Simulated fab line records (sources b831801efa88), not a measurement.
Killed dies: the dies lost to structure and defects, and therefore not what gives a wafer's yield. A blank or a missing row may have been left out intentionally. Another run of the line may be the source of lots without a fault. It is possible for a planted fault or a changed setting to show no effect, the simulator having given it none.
One fault seen from 2 desks | flow sky130 | every desk sees just its own numbers, and what lay behind them comes last

## AT THE METROLOGY DESK
What the gauges read for every lot (on any tool): the sampled wafers with a number, averaged. Marked OUT: a lot whose mean sits more than 4 standard deviations from the usual mean, which makes it out of limits; the brackets give that distance.
Columns: A = METAL4_OVL at SKY_METAL4_OVL_MEAS_14, usual 3 nm; B = VIA4_BOW at SKY_VIA4_BOW_MEAS_03, usual 82 um
lot  | first seen here | A  | B
L311 | day 42 07:47    | -2 | 85
L312 | day 42 08:53    | 7  | 80
L313 | day 42 20:18    | 6  | 96
L314 | day 43 06:24    | 2  | 73
L315 | day 43 14:39    | 3  | 83
L321 | day 44 14:31    | 8  | 84
L324 | day 45 02:37    | 4  | 84
L325 | day 45 10:26    | 3  | 72
L326 | day 45 16:01    | -3 | 83
L327 | day 45 21:41    | -0 | 84
L330 | day 46 16:29    | -4 | 90
L332 | day 47 08:36    | 7  | 78
L334 | day 47 14:29    | 0  | 74
This desk found nothing out of limits on any of the 13 lots.

## DESK OF THE TOOL OWNER: pvd sputter-03
The tool's own readings at SKY_LOCAL_INTERCONNECT_SPUTTER_00 (material TiN, target thk 100 nm, time 83.3 s): means of the sampled wafers that have a number, for each lot that ran on this tool. Marked OUT: a lot whose mean sits more than 4 standard deviations from the usual mean, which makes it out of limits; the brackets give that distance.
Columns: A = susceptor temp C at SKY_LOCAL_INTERCONNECT_SPUTTER_00, usual 300.01 C; B = throttle valve pct at SKY_LOCAL_INTERCONNECT_SPUTTER_00, usual 29.6 %
lot  | first seen here | A      | B
L311 | day 29 21:41    | 300.09 | 29.5
L312 | day 30 00:41    | 300.03 | 29.9
L313 | day 30 11:30    | 299.93 | 30.3
L321 | day 32 18:49    | 299.87 | 29.5
L332 | day 36 00:45    | 300.01 | 30.0
L334 | day 36 09:01    | 299.91 | 30.0
This desk found nothing out of limits on any of the 6 lots.

## TAKEN TOGETHER
Metrology desk: nothing out of limits seen.
The desk of the tool owner found nothing out of limits.

## WHAT THE SIMULATOR HAD INSERTED
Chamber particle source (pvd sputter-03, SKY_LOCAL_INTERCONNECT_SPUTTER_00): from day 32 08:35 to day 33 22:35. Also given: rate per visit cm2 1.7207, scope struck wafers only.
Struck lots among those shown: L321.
